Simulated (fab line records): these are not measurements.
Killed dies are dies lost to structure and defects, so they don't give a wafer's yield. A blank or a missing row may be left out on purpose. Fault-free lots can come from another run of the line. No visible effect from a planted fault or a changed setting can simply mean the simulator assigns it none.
Chamber matching    flow sky130    SKY_VIA4_ETCH_12 on rie-diel-01: 4 sister chambers
The step etches SiO2 in C4F8/O2/Ar, stops on TiN, target depth 580 nm. 8 wafers are shown with their chamber, then 10 later ones without.

== EACH WAFER AND ITS CHAMBER ==
wafer   chamber  rf-fwd-power-W (W)  oes-product-au (a.u.)
L535.1  1        1494                0.930
L537.6  1        1502                0.930
L544.3  3        1498                0.927
L544.5  3        1490                0.925
L546.5  2        1489                0.926
L546.6  0        1493                0.929
L545.1  0        1488                0.925
L545.3  2        1490                0.925

== WAFERS WITH NO CHAMBER GIVEN ==
wafer   rf-fwd-power-W (W)  oes-product-au (a.u.)
L545.5  1488                0.931
L548.3  1491                0.928
L548.4  1485                0.928
L548.5  1497                0.932
L547.2  1484                0.925
L547.4  1488                0.921
L547.6  1493                0.919
L549.1  1491                0.926
L549.4  1483                0.928
L549.5  1497                0.926

== THE CHAMBER EACH PASSED THROUGH ==
wafer    from the rows above                 in truth
L545.5   can't be placed: 1 or 0 or 3 or 2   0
L548.3   can't be placed: 0 or 3 or 2 or 1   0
L548.4   can't be placed: 0 or 2 or 3 or 1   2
L548.5   1                                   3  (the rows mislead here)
L547.2   can't be placed: 2 or 0 or 3        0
L547.4   can't be placed: 2 or 3 or 0        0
L547.6   can't be placed: 2 or 3 or 0        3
L549.1   can't be placed: 2 or 0 or 3        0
L549.4   can't be placed: 0 or 2 or 3 or 1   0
L549.5   can't be placed: 3 or 0 or 2 or 1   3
Placed correctly: 0 of 10. Can't be placed from these rows: 9 (the true chamber is among the candidates in 9). Placed wrongly: 1.
How it was worked out, from the rows above alone: a wafer's distance from a chamber is the root of the sum, over the readings, of the square of ((its reading less the chamber's mean) divided by the reading's scatter). If the next closest chamber is less than 2 further off than the closest, the wafer can't be placed; otherwise it belongs to the closest. For every chamber, the mean is computed from those of its wafers that are shown. The scatter: the root of (the sum of the squares of (reading less its chamber's mean) over the shown wafers, divided by (wafers less chambers)).
